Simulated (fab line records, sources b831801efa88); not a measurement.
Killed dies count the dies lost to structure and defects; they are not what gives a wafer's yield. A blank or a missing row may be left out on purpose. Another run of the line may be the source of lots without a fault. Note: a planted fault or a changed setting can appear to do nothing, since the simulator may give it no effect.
Matching of chambers + flow gf180mcu + rie-diel-04 running GF_V5_ETCH_16: 3 sister chambers
The step etches BARC in N2/H2. 3 wafers are shown with their chamber, then 7 later ones without.

## WAFERS WITH THEIR CHAMBER
| wafer  | chamber | drypump-motor-current-A (A) |
|--------|---------|-----------------------------|
| L603.3 | 2       | 5.1                         |
| L606.3 | 0       | 6.1                         |
| L606.4 | 3       | 5.3                         |

## WAFERS WHOSE CHAMBER IS MISSING
| wafer  | drypump-motor-current-A (A) |
|--------|-----------------------------|
| L606.5 | 6.1                         |
| L608.1 | 5.0                         |
| L608.5 | 5.2                         |
| L608.6 | 5.0                         |
| L619.1 | 5.2                         |
| L619.3 | 5.1                         |
| L619.6 | 6.1                         |

## WHICH CHAMBER EACH WENT THROUGH
| wafer  | from the rows above     | in truth |
|--------|-------------------------|----------|
| L606.5 | 0                       | 0        |
| L608.1 | 2                       | 2        |
| L608.5 | can't be placed: 3 or 2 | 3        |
| L608.6 | 2                       | 2        |
| L619.1 | can't be placed: 3 or 2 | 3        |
| L619.3 | 2                       | 2        |
| L619.6 | 0                       | 0        |
Correct placement for 5 of the 7. Can't be placed from these rows: 2 (the true chamber is among the candidates in 2). Wrongly placed: 0.
How it was worked out, from the rows above alone: a wafer's distance from a chamber is the root of the sum, over the readings, of the square of ((its reading less the chamber's mean) divided by the reading's scatter). If the next closest chamber is less than 2 further off than the closest, the wafer can't be placed; otherwise it belongs to the closest. A chamber's mean is the mean of its shown wafers. The scatter: with one shown wafer a chamber, the root of the mean of the squares of how far each hidden wafer lies from its nearest shown one.
